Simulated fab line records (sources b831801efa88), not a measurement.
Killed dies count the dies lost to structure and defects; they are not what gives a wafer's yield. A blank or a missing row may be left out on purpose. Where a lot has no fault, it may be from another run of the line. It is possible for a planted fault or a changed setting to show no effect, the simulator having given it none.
fab line records	flow sky130
[record] lots = 12	wafers = 36	lastDay = 50
route steps=708 shown VIA2@528 VIA4@652 METAL5@666 PASSIVATION@692 PAD_OPEN@708
lots untouched by any fault: they come from a run of this same line in which no faults occurred
startH: hours from the record's first day to the start of the lot's first wafer shown	waitH: hours since the lot's step before	" repeats the value in the row above	L1.1+2: a row that stands for several wafers	- no value, or no start was given	* or withheld: withheld	< > ~ a bound
route shown NAME@n: NAME is a module with steps in the file, n the number in the route of the first one	usual: the fault-free wafers' mean and standard deviation	same: alike in all rows	chamber/n: place in a boat	sites: each site's reading	_std_site: the values' standard deviation	_edge_site: outer sites' mean less inner sites'	radiusMm: how far each site lies from the wafer's centre	mask NAME#n: copy n	behind: the tool/chamber that last shaped the wafer	hold: reason for holding the lot/hours on hold/outcome of the hold	device: transistor that didn't switch, given as n, p or np	end of line: tests of these same wafers at the route's end	where a step has no rows: the recipe by itself	killed: dies that structure and defects cost at the first sort, which is not the same as the wafer's yield	map: a wafer's dies, marking killed ones x, the rest . and places with no die _
set.NAME: the setting as run; set.NAME@STEP: as run at that earlier step	model.NAME: the simulator's own value behind a step, which no gauge read
the route's steps for a sample of lots (tables are steps, rows are wafers)
services: from which hour (startH, from the record's first day; less than 0 if before it) a tool's chamber was out of use, for how many hours, and why
[[steps]]
[step SKY_VIA2_CVD_21]
[recipe] material = W	targetThkNm = 420	timeS = 126.4	tempC = 400	pressureTorr = 40
[usual] heaterPowerW = 918/97
lot.wafer	tool	chamber	startH	waitH	heaterPowerW	sinceWetCleanH
L700.1	cvdW-01	1	852.01	0.0	959	948
L700.5	"	0	"	"	943	-
L700.6	"	1	"	"	985	-
L701.3	cvdW-01	1	858.89	0.1	972	-
L701.4	"	0	"	"	936	-
L701.5	"	0	"	"	953	-
L702.2	cvdW-01	0	865.57	0.0	949	962
L702.5	"	1	"	"	1000	-
L702.6	"	0	"	"	954	-
L703.1	cvdW-01	0	871.07	0.0	951	967
L703.2	"	1	"	"	1001	967
L703.4	"	1	"	"	990	-
L704.1	cvdW-02	0	881.41	0.0	1027	477
L704.2	"	1	"	"	789	477
L704.4	"	1	"	"	809	-
L706.1	cvdW-02	0	894.63	0.0	1042	491
L706.2	"	1	"	"	803	491
L706.5	"	1	"	"	813	-
L714.1	cvdW-02	0	960.00	0.0	1029	556
L714.2	"	1	"	"	810	556
L714.3	"	1	"	"	784	-
L717.1	cvdW-01	0	976.16	0.0	840	58
L717.3	"	1	"	"	967	-
L717.6	"	0	"	"	830	-
L719.1	cvdW-02	1	986.13	0.0	790	582
L719.3	"	0	"	"	1040	-
L719.4	"	1	"	"	792	-
L720.1	cvdW-01	0	995.13	0.0	813	77
L720.3	"	0	"	"	847	-
L720.6	"	0	"	"	817	-
L721.1	cvdW-01	0	996.87	0.0	846	79
L721.4	"	0	"	"	845	-
L721.5	"	0	"	"	831	-
L723.3	cvdW-02	0	1005.11	0.1	1034	-
L723.4	"	1	"	"	809	-
L723.6	"	1	"	"	816	-
[step SKY_VIA4_STRIP_13]
[recipe] chemistry = O2/N2	powerW = 1400	pressureMtorr = 1500	platenTempC = withheld	o2FlowSccm = 3000	n2FlowSccm = 300	overashFraction = 0.5
[usual] drypumpMotorCurrentA = 6.0/0.62	oesProductAu = 0.709/0.0049	stripTimeToEndpointS = 12.800/0.027
lot.wafer	tool	chamber	startH	waitH	drypumpMotorCurrentA	oesProductAu	rfHoursCounterH	stripTimeToEndpointS
L700.1	plasmaAsher-02	1	1006.96	-	6.2	0.708	118	12.829
L700.5	"	0	"	"	6.3	0.714	-	12.813
L700.6	"	1	"	"	6.2	0.708	-	12.816
L701.3	plasmaAsher-03	0	1011.76	-	5.7	0.702	-	12.840
L701.4	"	1	"	"	6.8	0.704	-	12.795
L701.5	"	0	"	"	5.7	0.713	-	12.823
L702.2	plasmaAsher-02	0	1020.01	-	6.2	0.705	120	12.766
L702.5	"	0	"	"	6.3	0.699	-	12.770
L702.6	"	1	"	"	6.2	0.710	-	12.810
L703.1	plasmaAsher-04	0	1024.16	-	5.0	0.709	92	12.844
L703.2	"	1	"	"	5.4	0.702	92	12.823
L703.4	"	0	"	"	5.0	0.712	-	12.771
L704.1	plasmaAsher-03	0	1033.69	-	5.7	0.715	63	12.800
L704.2	"	1	"	"	6.8	0.708	63	12.820
L704.4	"	1	"	"	6.8	0.706	-	12.827
L706.1	plasmaAsher-02	0	1044.06	-	6.3	0.701	121	12.824
L706.2	"	1	"	"	6.2	0.707	121	12.806
L706.5	"	1	"	"	6.2	0.706	-	12.778
L714.1	plasmaAsher-04	0	1098.26	-	5.0	0.710	100	12.827
L714.2	"	1	"	"	5.4	0.706	100	12.799
L714.3	"	0	"	"	5.0	0.710	-	12.812
L717.1	plasmaAsher-03	1	1113.56	-	6.8	0.706	71	12.800
L717.3	"	0	"	"	5.7	0.708	-	12.822
L717.6	"	1	"	"	6.8	0.710	-	12.780
L719.1	plasmaAsher-04	0	1121.46	-	5.0	0.711	102	12.830
L719.3	"	1	"	"	5.4	0.710	-	12.779
L719.4	"	0	"	"	5.0	0.703	-	12.865
L720.1	plasmaAsher-04	0	1130.31	-	5.0	0.711	103	12.778
L720.3	"	0	"	"	5.0	0.716	-	12.832
L720.6	"	0	"	"	5.0	0.710	-	12.841
L721.1	plasmaAsher-02	0	1132.79	-	6.2	0.711	6	12.822
L721.4	"	1	"	"	6.2	0.713	-	12.851
L721.5	"	0	"	"	6.2	0.716	-	12.796
L723.3	plasmaAsher-03	0	1138.75	-	5.8	0.705	-	12.835
L723.4	"	1	"	"	6.8	0.704	-	12.844
L723.6	"	1	"	"	6.8	0.718	-	12.818
[step SKY_METAL5_RS_MEAS_05]
[recipe] thkMeasGauge = four-point-probe	reads = TiN_of_METAL5_SPUTTER_04+Ti_of_METAL5_SPUTTER_03+AlCu_of_METAL5_SPUTTER_02+TiN_of_METAL5_SPUTTER_01+Ti_of_METAL5_SPUTTER_00
[usual] METAL5_ALCU_RS = 0.02715/0.00021
lot.wafer	tool	chamber	startH	waitH	METAL5_ALCU_RS[ohm/sq]
L700.1	filmMetro-01	-	1008.41	0.0	0.02684
L700.5	"	-	"	"	0.02714
L700.6	"	-	"	"	0.02674
L701.3	filmMetro-01	-	1013.26	0.1	0.02724
L701.4	"	-	"	"	0.02719
L701.5	"	-	"	"	0.02711
L702.2	filmMetro-03	-	1021.51	0.0	0.02688
L702.5	"	-	"	"	0.02678
L702.6	"	-	"	"	0.02694
L703.1	filmMetro-02	-	1025.65	0.0	0.02725
L703.2	"	-	"	"	0.02737
L703.4	"	-	"	"	0.02742
L704.1	filmMetro-03	-	1035.15	0.0	0.02671
L704.2	"	-	"	"	0.02697
L704.4	"	-	"	"	0.02716
L706.1	filmMetro-01	-	1045.51	0.0	0.02674
L706.2	"	-	"	"	0.02688
L706.5	"	-	"	"	0.02673
L714.1	filmMetro-02	-	1099.80	0.0	0.027
L714.2	"	-	"	"	0.02679
L714.3	"	-	"	"	0.02674
L717.1	filmMetro-01	-	1115.59	0.0	0.02749
L717.3	"	-	"	"	0.02725
L717.6	"	-	"	"	0.02693
L719.1	filmMetro-02	-	1122.91	0.0	0.02728
L719.3	"	-	"	"	0.02742
L719.4	"	-	"	"	0.02753
L720.1	filmMetro-02	-	1131.91	0.0	0.02712
L720.3	"	-	"	"	0.02721
L720.6	"	-	"	"	0.02741
L721.1	filmMetro-02	-	1134.26	0.0	0.02692
L721.4	"	-	"	"	0.02704
L721.5	"	-	"	"	0.02706
L723.3	filmMetro-02	-	1140.43	0.1	0.02725
L723.4	"	-	"	"	0.02712
L723.6	"	-	"	"	0.02723
[step SKY_PASSIVATION_ETCH_11]
[recipe] chemistry = CF4/O2	targetDepthNm = 725	stopOn = AlCu	sourceW = 774	biasW = 150	pressureMtorr = 150	cf4FlowSccm = 80	O2_flow_sccm = 10	timeS = 161.1
[usual] drypumpMotorCurrentA = 5.7/0.46	oesProductAu = 0.970/0.0062	throttleValvePct = 5.963/0.0081
lot.wafer	tool	chamber	startH	waitH	drypumpMotorCurrentA	oesProductAu	rfHoursCounterH	throttleValvePct
L700.1	rieDiel-02	0	1053.81	-	5.1	0.964	19	5.975
L700.5	"	1	"	"	5.1	0.966	-	5.952
L700.6	"	2	"	"	5.6	0.980	-	5.979
L701.3	rieDiel-04	2	1058.55	-	5.7	0.973	15	5.963
L701.4	"	0	"	"	5.6	0.973	19	5.973
L701.5	"	2	"	"	5.7	0.972	-	5.960
L702.2	rieDiel-01	1	1068.30	-	5.6	0.984	16	5.967
L702.5	"	2	"	"	5.9	0.966	-	5.972
L702.6	"	3	"	"	5.6	0.970	-	5.965
L703.1	rieDiel-02	2	1070.26	-	5.5	0.977	7	5.959
L703.2	"	0	"	"	5.0	0.972	19	5.954
L703.4	"	3	"	"	6.5	0.976	15	5.974
L704.1	rieDiel-04	1	1079.50	-	6.5	0.971	11	5.960
L704.2	"	0	"	"	5.6	0.960	20	5.949
L704.4	"	3	"	"	5.7	0.966	16	5.957
L706.1	rieDiel-04	2	1089.60	-	5.7	0.979	16	5.973
L706.2	"	0	"	"	5.7	0.971	20	5.962
L706.5	"	0	"	"	5.7	0.967	-	5.959
L714.1	rieDiel-04	2	1140.65	-	5.7	0.970	18	5.964
L714.2	"	3	"	"	5.7	0.967	19	5.959
L714.3	"	0	"	"	5.7	0.954	22	5.984
L717.1	rieDiel-04	2	1154.45	-	5.7	0.975	19	5.960
L717.3	"	3	"	"	5.7	0.972	20	5.973
L717.6	"	0	"	"	5.7	0.978	-	5.975
L719.1	rieDiel-04	0	1160.10	-	5.7	0.963	23	5.959
L719.3	"	2	"	"	5.7	0.969	19	5.955
L719.4	"	1	"	"	6.5	0.966	12	5.948
L720.1	rieDiel-01	1	1168.95	-	5.7	0.972	21	5.967
L720.3	"	3	"	"	5.5	0.961	25	5.965
L720.6	"	3	"	"	5.5	0.971	-	5.971
L721.1	rieDiel-04	3	1171.35	-	5.7	0.963	20	5.945
L721.4	"	0	"	"	5.7	0.971	23	5.959
L721.5	"	0	"	"	5.7	0.970	-	5.966
L723.3	rieDiel-01	3	1177.60	-	5.5	0.971	26	5.963
L723.4	"	1	"	"	5.7	0.973	22	5.961
L723.6	"	0	"	"	6.0	0.970	-	5.964
[step SKY_PAD_OPEN_PROBE_99]
[usual] defectLimitedYield = 82.3/1.9	killed_at_M0_to_M3 = 44/7.4	killed_at_M4_up = 3.2/1.8	killedAtContacts = 25/5.2	killedAtFrontEnd = 15/4.5	killedAtOther = 0.2/0.43	killedDies = 87/9.6	killedOpen = 48/7.6	killedShort = 40/5.7	sort_bin_3_pad_short = 0.9/0.45	sort_bin_5_function = 10.5/1.5	sort_bin_6_memory = 6.3/1.2	sortNPass = 405/9.6	sortYieldPct = 82.3/1.9
[same] grossDies = 492	killedAtBackSide = 0	sort_bin_4_leakage[%] = 0	sort_bin_8_speed[%] = 0
lot.wafer	tool	chamber	startH	waitH	defectLimitedYield[%]	killed_at_M0_to_M3	killed_at_M4_up	killedAtContacts	killedAtFrontEnd	killedAtOther	killedDies	killedOpen	killedShort	sort_bin_3_pad_short[%]	sort_bin_5_function[%]	sort_bin_6_memory[%]	sortNPass	sortYieldPct[%]
L700.1	prober-01	-	1077.23	0.1	83.1	49	2	24	7	1	83	47	36	1.2	11.0	4.7	409	83.1
L700.5	prober-01	-	1077.43	0.2	83.3	45	1	26	10	0	82	43	39	1.0	9.1	6.5	410	83.3
L700.6	prober-01	-	1077.48	0.2	82.3	45	3	21	18	0	87	39	48	1.4	9.8	6.5	405	82.3
L701.3	prober-02	-	1082.61	0.2	82.9	33	3	26	21	1	84	51	33	0.2	8.3	8.5	408	82.9
L701.4	prober-02	-	1082.66	0.2	86.4	36	3	16	12	0	67	35	32	0.4	8.7	4.5	425	86.4
L701.5	prober-02	-	1082.71	0.2	83.3	49	3	19	11	0	82	50	32	0.6	9.6	6.5	410	83.3
L702.2	prober-01	-	1091.71	0.1	82.9	50	3	20	11	0	84	37	47	0.6	11.0	5.5	408	82.9
L702.5	prober-01	-	1091.86	0.2	78.9	60	0	31	13	0	104	61	43	1.2	13.6	6.3	388	78.9
L702.6	prober-01	-	1091.91	0.2	82.1	46	2	31	9	0	88	50	38	0.6	11.2	6.1	404	82.1
L703.1	prober-02	-	1093.34	0.1	83.7	35	7	22	16	0	80	43	37	0.8	9.6	5.9	412	83.7
L703.2	prober-02	-	1093.39	0.1	81.7	40	1	30	19	0	90	41	49	0.8	10.0	7.5	402	81.7
L703.4	prober-02	-	1093.49	0.2	81.3	47	2	31	12	0	92	51	41	1.4	11.4	5.9	400	81.3
L704.1	prober-01	-	1102.22	0.1	82.7	37	3	25	20	0	85	53	32	0	10.2	7.1	407	82.7
L704.2	prober-01	-	1102.27	0.1	81.1	39	3	35	16	0	93	44	49	1.0	10.8	7.1	399	81.1
L704.4	prober-01	-	1102.37	0.2	86.8	39	2	12	12	0	65	36	29	0.4	8.9	3.9	427	86.8
L706.1	prober-01	-	1112.40	0.1	82.1	50	4	21	12	1	88	55	33	0.2	11.4	6.3	404	82.1
L706.2	prober-01	-	1112.45	0.1	79.7	55	2	28	15	0	100	44	56	0.6	11.0	8.7	392	79.7
L706.5	prober-01	-	1112.60	0.2	81.3	48	4	22	18	0	92	49	43	2.0	9.8	6.9	400	81.3
L714.1	prober-01	-	1161.23	0.1	82.7	39	7	23	16	0	85	50	35	0.4	11.0	5.9	407	82.7
L714.2	prober-01	-	1161.28	0.1	83.3	35	5	26	16	0	82	42	40	0.8	10.2	5.7	410	83.3
L714.3	prober-01	-	1161.33	0.2	83.7	33	5	29	13	0	80	33	47	2.0	7.9	6.3	412	83.7
L717.1	prober-02	-	1173.73	0.1	81.9	48	2	28	9	2	89	47	42	1.0	9.3	7.7	403	81.9
L717.3	prober-02	-	1173.83	0.2	85.4	36	5	22	9	0	72	34	38	0.6	7.1	6.9	420	85.4
L717.6	prober-02	-	1173.98	0.2	83.1	42	1	26	13	1	83	55	28	0.4	9.1	7.3	409	83.1
L719.1	prober-02	-	1180.51	0.1	83.9	35	3	28	13	0	79	48	31	1.0	8.7	6.3	413	83.9
L719.3	prober-02	-	1180.61	0.2	83.9	44	1	19	15	0	79	40	39	1.0	8.3	6.7	413	83.9
L719.4	prober-02	-	1180.66	0.2	82.5	51	2	27	6	0	86	49	37	0.4	10.6	6.5	406	82.5
L720.1	prober-01	-	1188.02	0.1	72.2	93	3	20	21	0	137	42	38	3.3	18.9	5.7	355	72.2
L720.3	prober-01	-	1188.12	0.2	75.0	93	3	18	9	0	123	31	38	2.8	16.5	5.7	369	75.0
L720.6	prober-01	-	1188.27	0.2	71.1	103	2	18	18	1	142	51	41	3.0	19.1	6.7	350	71.1
L721.1	prober-02	-	1189.92	0.1	76.2	88	3	16	10	0	117	33	29	2.8	16.9	4.1	375	76.2
L721.4	prober-02	-	1190.07	0.2	73.4	85	5	26	15	0	131	41	34	3.3	16.9	6.5	361	73.4
L721.5	prober-02	-	1190.12	0.2	76.2	77	2	25	13	0	117	33	38	2.8	15.0	5.9	375	76.2
L723.3	prober-02	-	1196.08	0.2	83.1	44	5	20	14	0	83	45	38	0.8	11.4	4.7	409	83.1
L723.4	prober-02	-	1196.13	0.2	82.7	41	6	20	17	1	85	43	42	1.6	11.2	4.5	407	82.7
L723.6	prober-02	-	1196.23	0.2	83.7	40	5	22	12	1	80	47	33	0.8	9.3	6.1	412	83.7
// killed by level:class
L700.1 VIA1:geometricParticle:open=11 CONTACT:geometricParticle:open=9 VIA3:geometricParticle:open=8 CONTACT:geometricParticle:short=7 METAL1:geometricParticle:short=7 VIA2:geometricParticle:open=6 VIA3:geometricParticle:short=6 LI_CONTACT:geometricParticle:open=5
L700.5 CONTACT:geometricParticle:open=9 VIA3:geometricParticle:open=9 CONTACT:geometricParticle:short=7 VIA1:geometricParticle:open=7 VIA2:geometricParticle:open=7 LOCAL_INTERCONNECT:geometricParticle:short=5 METAL1:geometricParticle:short=5 METAL2:geometricParticle:short=5
L700.6 VIA1:geometricParticle:short=11 VIA1:geometricParticle:open=9 VIA3:geometricParticle:open=8 POLY_GATE:geometricParticle:short=6 LI_CONTACT:geometricParticle:open=5 LOCAL_INTERCONNECT:geometricParticle:short=5 METAL1:geometricParticle:short=5 CONTACT:geometricParticle:short=5
L701.3 VIA1:geometricParticle:open=10 CONTACT:geometricParticle:open=9 FIELD_ISO:geometricParticle:open=7 LI_CONTACT:geometricParticle:open=7 VIA2:geometricParticle:open=5 FIELD_ISO:geometricParticle:short=4 LI_CONTACT:geometricParticle:short=4 LOCAL_INTERCONNECT:geometricParticle:short=4
L701.4 VIA1:geometricParticle:open=9 CONTACT:geometricParticle:open=8 METAL1:geometricParticle:short=6 FIELD_ISO:geometricParticle:short=5 LI_CONTACT:geometricParticle:open=5 VIA1:geometricParticle:short=5 VIA2:geometricParticle:short=4 FIELD_ISO:geometricParticle:open=3
L701.5 CONTACT:geometricParticle:open=8 VIA3:geometricParticle:open=8 VIA2:geometricParticle:short=7 VIA1:geometricParticle:open=7 VIA2:geometricParticle:open=7 LI_CONTACT:geometricParticle:open=5 FIELD_ISO:geometricParticle:open=4 METAL2:geometricParticle:short=4
L702.2 VIA1:geometricParticle:open=9 CONTACT:geometricParticle:open=8 METAL1:geometricParticle:short=6 VIA1:geometricParticle:short=6 VIA3:geometricParticle:short=6 CONTACT:geometricParticle:short=5 METAL2:geometricParticle:short=5 VIA3:geometricParticle:open=5
L702.5 VIA1:geometricParticle:open=21 CONTACT:geometricParticle:open=9 CONTACT:geometricParticle:short=9 VIA1:geometricParticle:short=8 LI_CONTACT:geometricParticle:open=7 VIA3:geometricParticle:open=7 VIA2:geometricParticle:open=6 METAL3:geometricParticle:short=5
L702.6 VIA1:geometricParticle:open=12 CONTACT:geometricParticle:open=11 CONTACT:geometricParticle:short=9 VIA1:geometricParticle:short=9 VIA2:geometricParticle:open=6 LI_CONTACT:geometricParticle:open=5 LI_CONTACT:geometricParticle:short=4 POLY_GATE:geometricParticle:short=3
L703.1 CONTACT:geometricParticle:open=10 VIA1:geometricParticle:open=7 LI_CONTACT:geometricParticle:open=7 METAL2:geometricParticle:short=6 METAL4:geometricParticle:short=5 FIELD_ISO:geometricParticle:short=4 VIA2:geometricParticle:open=4 FIELD_ISO:geometricParticle:open=3
L703.2 CONTACT:geometricParticle:open=10 VIA1:geometricParticle:open=10 POLY_GATE:geometricParticle:short=6 LI_CONTACT:geometricParticle:open=6 LOCAL_INTERCONNECT:geometricParticle:short=6 METAL1:geometricParticle:short=6 FIELD_ISO:geometricParticle:short=5 VIA1:geometricParticle:short=5
L703.4 CONTACT:geometricParticle:open=13 VIA1:geometricParticle:open=11 LI_CONTACT:geometricParticle:open=8 METAL1:geometricParticle:short=7 VIA1:geometricParticle:short=7 VIA2:geometricParticle:open=6 VIA3:geometricParticle:open=5 FIELD_ISO:geometricParticle:short=4
L704.1 CONTACT:geometricParticle:open=10 LI_CONTACT:geometricParticle:open=9 VIA1:geometricParticle:open=7 VIA2:geometricParticle:open=7 FIELD_ISO:geometricParticle:open=5 POLY_GATE:geometricParticle:open=5 VIA1:geometricParticle:short=5 VIA3:geometricParticle:open=4
L704.2 CONTACT:geometricParticle:open=15 VIA1:geometricParticle:open=13 CONTACT:geometricParticle:short=11 METAL1:geometricParticle:short=7 POLY_GATE:geometricParticle:short=6 METAL2:geometricParticle:short=6 FIELD_ISO:geometricParticle:short=5 LI_CONTACT:geometricParticle:open=4
L704.4 VIA1:geometricParticle:open=8 VIA2:geometricParticle:open=7 VIA1:geometricParticle:short=6 VIA3:geometricParticle:open=5 FIELD_ISO:geometricParticle:open=4 CONTACT:geometricParticle:open=4 VIA2:geometricParticle:short=4 POLY_GATE:geometricParticle:short=3
L706.1 VIA1:geometricParticle:open=17 CONTACT:geometricParticle:open=10 VIA3:geometricParticle:open=8 VIA2:geometricParticle:open=6 VIA1:geometricParticle:short=5 LI_CONTACT:geometricParticle:open=4 CONTACT:geometricParticle:short=4 METAL1:geometricParticle:short=4
L706.2 CONTACT:geometricParticle:short=11 VIA1:geometricParticle:open=11 VIA1:geometricParticle:short=9 METAL2:geometricParticle:short=9 VIA3:geometricParticle:open=7 LI_CONTACT:geometricParticle:open=5 VIA2:geometricParticle:open=5 CONTACT:geometricParticle:open=5
L706.5 CONTACT:geometricParticle:open=13 METAL2:geometricParticle:short=8 VIA1:geometricParticle:open=8 VIA1:geometricParticle:short=7 FIELD_ISO:geometricParticle:short=6 POLY_GATE:geometricParticle:open=5 VIA3:geometricParticle:open=5 METAL1:geometricParticle:short=4
L714.1 VIA1:geometricParticle:open=10 FIELD_ISO:geometricParticle:open=8 VIA2:geometricParticle:open=8 CONTACT:geometricParticle:open=7 CONTACT:geometricParticle:short=5 LI_CONTACT:geometricParticle:open=4 METAL1:geometricParticle:short=4 METAL2:geometricParticle:short=4
L714.2 CONTACT:geometricParticle:open=12 VIA3:geometricParticle:open=6 VIA2:geometricParticle:open=6 FIELD_ISO:geometricParticle:open=5 LI_CONTACT:geometricParticle:open=5 VIA1:geometricParticle:short=5 METAL4:geometricParticle:short=4 LI_CONTACT:geometricParticle:short=4
L714.3 CONTACT:geometricParticle:open=9 LI_CONTACT:geometricParticle:open=8 CONTACT:geometricParticle:short=7 VIA1:geometricParticle:open=6 VIA3:geometricParticle:short=6 FIELD_ISO:geometricParticle:short=5 METAL1:geometricParticle:short=4 VIA1:geometricParticle:short=4
L717.1 CONTACT:geometricParticle:open=12 VIA2:geometricParticle:open=10 VIA1:geometricParticle:open=9 LI_CONTACT:geometricParticle:open=5 METAL2:geometricParticle:short=5 VIA2:geometricParticle:short=5 METAL1:geometricParticle:short=4 METAL3:geometricParticle:short=4
L717.3 VIA1:geometricParticle:open=10 LOCAL_INTERCONNECT:geometricParticle:short=7 CONTACT:geometricParticle:open=7 METAL2:geometricParticle:short=7 VIA2:geometricParticle:open=6 VIA1:geometricParticle:short=5 METAL4:geometricParticle:short=4 CONTACT:geometricParticle:short=3
L717.6 LI_CONTACT:geometricParticle:open=9 CONTACT:geometricParticle:open=9 VIA1:geometricParticle:open=8 VIA2:geometricParticle:open=6 VIA3:geometricParticle:open=6 METAL1:geometricParticle:short=5 METAL2:geometricParticle:open=5 METAL2:geometricParticle:short=4
L719.1 CONTACT:geometricParticle:open=11 VIA1:geometricParticle:open=9 VIA2:geometricParticle:open=8 VIA3:geometricParticle:open=6 CONTACT:geometricParticle:short=6 LI_CONTACT:geometricParticle:open=5 FIELD_ISO:geometricParticle:short=3 POLY_GATE:geometricParticle:short=3
L719.3 VIA1:geometricParticle:open=9 LI_CONTACT:geometricParticle:open=7 METAL1:geometricParticle:short=7 VIA2:geometricParticle:open=7 POLY_GATE:geometricParticle:short=6 VIA3:geometricParticle:open=6 CONTACT:geometricParticle:open=5 FIELD_ISO:geometricParticle:short=4
L719.4 VIA2:geometricParticle:open=10 VIA3:geometricParticle:open=10 VIA1:geometricParticle:open=9 LI_CONTACT:geometricParticle:open=6 CONTACT:geometricParticle:short=6 CONTACT:geometricParticle:open=6 METAL1:geometricParticle:short=6 LI_CONTACT:geometricParticle:short=5
L720.1 VIA2:unspecified=57 CONTACT:geometricParticle:open=9 VIA1:geometricParticle:open=8 FIELD_ISO:geometricParticle:short=7 VIA3:geometricParticle:open=6 METAL2:geometricParticle:short=6 FIELD_ISO:geometricParticle:open=5 SPACER:geometricParticle:short=3
L720.3 VIA2:unspecified=54 VIA1:geometricParticle:open=10 CONTACT:geometricParticle:open=7 METAL1:geometricParticle:short=7 METAL2:geometricParticle:short=7 FIELD_ISO:geometricParticle:short=4 LI_CONTACT:geometricParticle:open=4 CONTACT:geometricParticle:short=4
L720.6 VIA2:unspecified=50 VIA1:geometricParticle:open=19 VIA2:geometricParticle:open=8 METAL1:geometricParticle:short=6 CONTACT:geometricParticle:short=5 LI_CONTACT:geometricParticle:open=5 VIA1:geometricParticle:short=5 VIA2:geometricParticle:short=5
L721.1 VIA2:unspecified=55 VIA1:geometricParticle:open=8 CONTACT:geometricParticle:open=6 VIA2:geometricParticle:open=5 POLY_GATE:geometricParticle:short=4 METAL1:geometricParticle:short=4 VIA1:geometricParticle:short=3 LOCAL_INTERCONNECT:geometricParticle:short=3
L721.4 VIA2:unspecified=56 LI_CONTACT:geometricParticle:open=8 CONTACT:geometricParticle:open=8 METAL2:geometricParticle:short=7 VIA1:geometricParticle:open=6 VIA3:geometricParticle:open=5 FIELD_ISO:geometricParticle:short=4 LOCAL_INTERCONNECT:geometricParticle:short=4
L721.5 VIA2:unspecified=46 LOCAL_INTERCONNECT:geometricParticle:short=7 CONTACT:geometricParticle:open=7 VIA1:geometricParticle:short=7 VIA1:geometricParticle:open=6 CONTACT:geometricParticle:short=5 POLY_GATE:geometricParticle:open=4 LI_CONTACT:geometricParticle:open=4
L723.3 VIA3:geometricParticle:open=10 CONTACT:geometricParticle:open=8 METAL2:geometricParticle:short=8 VIA1:geometricParticle:open=7 LI_CONTACT:geometricParticle:open=6 METAL1:geometricParticle:short=5 METAL4:geometricParticle:short=5 POLY_GATE:geometricParticle:short=4
L723.4 VIA1:geometricParticle:open=11 METAL1:geometricParticle:short=9 LOCAL_INTERCONNECT:geometricParticle:short=6 CONTACT:geometricParticle:open=6 FIELD_ISO:geometricParticle:short=5 FIELD_ISO:geometricParticle:open=4 METAL4:geometricParticle:short=4 VIA2:geometricParticle:open=4
L723.6 VIA1:geometricParticle:open=13 LI_CONTACT:geometricParticle:open=10 VIA1:geometricParticle:short=6 POLY_GATE:geometricParticle:open=5 CONTACT:geometricParticle:short=4 METAL1:geometricParticle:short=4 VIA2:geometricParticle:open=4 VIA2:geometricParticle:short=4
[[services]]
tool	chamber	startH	hours	kind
rieDiel-04	1	855.31	9.0	repair
plasmaAsher-03	-	860.50	2.3	repair
plasmaAsher-04	-	876.46	0.5	repair
rieDiel-04	0	876.94	11.7	repair
plasmaAsher-04	-	887.07	1.9	repair
cvdW-01	-	904.00	14.0	pm
cvdW-01	-	925.67	14.6	pm
plasmaAsher-04	-	931.17	2.8	repair
cvdW-01	0	950.39	3.6	repair
plasmaAsher-02	-	994.68	3.6	repair
cvdW-02	1	995.65	2.1	repair
rieDiel-04	-	1006.33	10.0	pm
rieDiel-04	3	1017.24	15.6	repair
plasmaAsher-02	-	1022.15	14.6	pm
cvdW-01	-	1036.44	6.9	pm
rieDiel-04	3	1041.73	5.6	repair
rieDiel-04	2	1050.55	2.8	repair
plasmaAsher-02	-	1055.25	9.0	pm
rieDiel-04	1	1085.20	8.5	repair
rieDiel-04	1	1101.61	41.0	repair
cvdW-01	-	1122.75	1.9	repair
rieDiel-04	0	1129.67	10.6	repair
rieDiel-04	-	1161.45	0.4	repair
cvdW-02	-	1165.37	6.9	pm
[[key]]
[firstSign] step = SKY_PAD_OPEN_PROBE_99	reading = killed_at_M0_to_M3	direction = up	sigmas = 6.2	usual = 44	struck = 90
[effect] step = SKY_PAD_OPEN_PROBE_99	reading = sort_bin_3_pad_short	direction = up	sigmas = 4.7	usual = 0.9	struck = 3.0
metAt SKY_VIA2_CVD_21
struckLots L720,L721
notActingAt SKY_VIA4_STRIP_13,SKY_METAL5_RS_MEAS_05,SKY_PASSIVATION_ETCH_11
onsetBetween 976.16 995.13
[fault] kind = chamberParticleSource	tool = cvdW-01	chamber = -	onsetH = 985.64	steps = SKY_VIA2_CVD_21	ratePerVisitCm2 = 0.92297	endH = 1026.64
